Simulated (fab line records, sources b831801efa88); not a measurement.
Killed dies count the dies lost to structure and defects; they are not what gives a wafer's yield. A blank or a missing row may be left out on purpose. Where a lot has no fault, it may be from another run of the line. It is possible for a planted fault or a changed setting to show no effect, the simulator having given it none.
A struck lot beside a sound one    flow sky130    43 out of 708 route steps
Sound: these wafers, L233.2, L233.4, L233.6. Wafers L242.3, L242.5, L242.6 were the ones struck. The cause comes at the end.
Order at every step that has rows: each side's tool, ch and its chambers, its first start. Under that, the readings that differ: sound wafers    struck wafers    difference of the means    sigmas: that difference in standard deviations of wafers without a fault.
alike: words and numbers the same on both sides, and readings whose means are apart by under 2 such deviations; not compared: readings that were withheld, readings missing a value for some wafer, numbers with overlapping values and no deviation given by the record, and bounds like >300 which may hide the same value.
Wherever a step has rows on one side only, a row that says differs or no value, or a row with sigmas, the two part there. Numbers that don't overlap but have no deviation are shown without sigmas and don't part them. Lack of a reading on every wafer of one side parts them only where that side has two or more wafers.

first, 4 steps without rows for these wafers: SKY_LDD_LDN_SOFTBAKE_03 (time 60 s); SKY_LDD_LDN_EXPOSE_04 (exposes mask LDNTM, target cd 700 nm); SKY_LDD_LDN_PEB_05; SKY_LDD_LDN_DEVELOP_06 (develop time 60 s).
SKY_LDD_LDN_OVL_MEAS_07:
  sound on overlay-01 at day 23 03:08; struck on overlay-01 at day 27 00:29
reading           sound        struck          difference  sigmas
LDD_LDN_OVL (nm)  0.5 2.0 1.5  -2.5 -2.8 -1.4  -3.6        -3
then, 5 steps without rows for these wafers: SKY_LDD_LDN_IMPLANT_08; SKY_LDD_LDN_IMPLANT_09; SKY_LDD_LDN_IMPLANT_10; SKY_LDD_LDN_IMPLANT_11; SKY_LDD_LDN_STRIP_12 (strips in O2/N2).
SKY_LDD_LDN_TW_MEAS_13:
  sound on film_metro-02 at day 23 03:52; struck on film_metro-03 at day 27 01:14
  alike: LDD_LDN_TW
then, 1 step without rows for these wafers: SKY_LDD_LDN_CLEAN_14 (cleans in SC1/SC2, time 150 s).
SKY_SPACER_CVD_00: deposits Si3N4 from DCS/NH3, target thk 43.1 nm, time 740 s.
  sound on lpcvd-02 ch 1, day 23 04:00; struck on lpcvd-02 ch 0, day 27 02:23
SKY_SPACER_THK_MEAS_01:
  sound on film_metro-04 at day 23 05:13; struck on film_metro-01 at day 27 03:37
  alike: SPACER_CVD_00_THK
SKY_SPACER_ETCHBACK_02: etches Si3N4 in CH3F/O2, stops on SiO2, time 46.7 s, target depth 45 nm.
  sound on rie_diel-01 ch 2,3, day 23 05:16; struck on rie_diel-01 ch 0,1, day 27 03:40
  alike: drypump_motor_current_A, oes_product_au, throttle_valve_pct
  not compared: rf_hours_counter_h
then, 8 steps without rows for these wafers: SKY_POLY_CUT_DEHYDRATE_00 (time 60 s); SKY_POLY_CUT_HMDS_01 (prime time 60 s); SKY_POLY_CUT_COAT_02 (resist thk 60 nm); SKY_POLY_CUT_COAT_03 (resist thk 450 nm); SKY_POLY_CUT_SOFTBAKE_04 (time 90 s); SKY_POLY_CUT_EXPOSE_05 (exposes mask NPCM, target cd 270 nm); SKY_POLY_CUT_PEB_06; SKY_POLY_CUT_DEVELOP_07 (develop time 60 s).
SKY_POLY_CUT_CD_MEAS_08: the cd target is 270 nm.
  sound on cd_sem-02 at day 24 10:17; struck on cd_sem-01 at day 28 07:04
reading     sound              struck             difference  sigmas
cd_nm (nm)  267.2 267.8 266.7  271.2 270.3 270.0  +3.3        +2
SKY_POLY_CUT_OVL_MEAS_09:
  sound on overlay-02 at day 24 10:24; struck on overlay-02 at day 28 07:10
  alike: POLY_CUT_OVL
SKY_POLY_CUT_ETCH_10: etches BARC in N2/H2, stops on SiO2, time 45.9 s, target depth 60 nm.
  sound on rie_diel-04 ch 2,3, day 24 10:26; struck on rie_diel-03 ch 0,3, day 28 07:11
reading                      sound        struck       difference  sigmas
drypump_motor_current_A (A)  5.1 5.2 5.1  6.1 6.0 5.6  +0.8        +2
  alike: oes_product_au, throttle_valve_pct
  not compared: rf_hours_counter_h
SKY_POLY_CUT_ETCH_11: etches Si3N4 in CF4/CH2F2/Ar, stops on poly-Si, time 42.5 s, target depth 60 nm.
  sound on rie_diel-04 ch 2,3, day 24 10:28; struck on rie_diel-03 ch 0,3, day 28 07:14
  alike: cf4_flow_sccm, drypump_motor_current_A, oes_product_au, throttle_valve_pct
  not compared: rf_hours_counter_h
SKY_POLY_CUT_STRIP_12: strips in O2/N2.
  sound on plasma_asher-03 ch 0, day 24 10:31; struck on plasma_asher-03 ch 0,1, day 28 07:19
  alike: drypump_motor_current_A, oes_product_au, strip_time_to_endpoint_s
  not compared: rf_hours_counter_h
then, 7 steps without rows for these wafers: SKY_SD_P_DEHYDRATE_00 (time 60 s); SKY_SD_P_HMDS_01 (prime time 60 s); SKY_SD_P_COAT_02 (resist thk 1140 nm); SKY_SD_P_SOFTBAKE_03 (time 60 s); SKY_SD_P_EXPOSE_04 (exposes mask PSDM, target cd 380 nm); SKY_SD_P_PEB_05; SKY_SD_P_DEVELOP_06 (develop time 60 s).
SKY_SD_P_CD_MEAS_07: the cd target is 380 nm.
  sound on cd_sem-01 at day 25 14:32; struck on cd_sem-02 at day 29 10:40
  alike: cd_nm
SKY_SD_P_OVL_MEAS_08:
  sound on overlay-02 at day 25 14:39; struck on overlay-02 at day 29 10:45
  alike: SD_P_OVL
after that, 1 step had no rows for these wafers: SKY_SD_P_IMPLANT_09.
SKY_SD_P_STRIP_10: strips in O2/N2.
  sound on plasma_asher-01 ch 0,1, day 25 14:50; struck on plasma_asher-01 ch 0,1, day 29 10:58
  alike: drypump_motor_current_A, oes_product_au, strip_time_to_endpoint_s
  not compared: rf_hours_counter_h
SKY_SD_P_TW_MEAS_11:
  sound on film_metro-04 at day 25 14:56; struck on film_metro-03 at day 29 11:03
  alike: SD_P_TW
then, 2 steps without rows for these wafers: SKY_RES_XHIGH_DEHYDRATE_00 (time 60 s); SKY_RES_XHIGH_HMDS_01 (prime time 60 s).
-- a jump in the record: the struck wafers' starts before and after are 19 days apart (it breaks off in module RES_XHIGH and resumes in module PAD_OPEN, where the first step shown is number 708 of the route) --
SKY_PAD_OPEN_PROBE_99:
  sound on prober-02 at day 45 21:05; struck on prober-01 at day 48 15:06
reading                                            sound                         struck                   difference  sigmas
killed_at_other                                    3 0 1                         0 0 0                    -1          -2
model.etest.pfet_01v8.drive_ua_um_rim_less_centre  -1.006 0.5018 -0.2288         16.19 19.04 15.69        +17.22      
model.etest.pfet_01v8.drive_ua_um_range            6.018 8.126 9.699             17.07 25.85 18.68        +12.59      
model.etest.nfet_01v8.drive_ua_um_rim_less_centre  -8.054 -1.448 -2.211          7.406 3.266 7.359        +9.915      
model.etest.nfet_01v8.drive_ua_um_range            11.53 8.252 7.783             16.78 14.58 14.11        +5.97       
model.etest.pfet_01v8.vt_v_rim_less_centre         0.006839 -0.00141 -0.0005399  0.03049 0.02099 0.0285   +0.02503    
model.etest.pfet_01v8.vt_v_range                   0.01192 0.008474 0.01121      0.03571 0.02409 0.03543  +0.02121    
  alike: killed_at_M0_to_M3, killed_at_M4_up, killed_at_contacts, killed_at_front_end, killed_dies, killed_open, killed_short

WHERE THEY PART
At SKY_LDD_LDN_OVL_MEAS_07 first; at SKY_PAD_OPEN_PROBE_99 last (within this record only).

WHY: what had been put in by the simulator
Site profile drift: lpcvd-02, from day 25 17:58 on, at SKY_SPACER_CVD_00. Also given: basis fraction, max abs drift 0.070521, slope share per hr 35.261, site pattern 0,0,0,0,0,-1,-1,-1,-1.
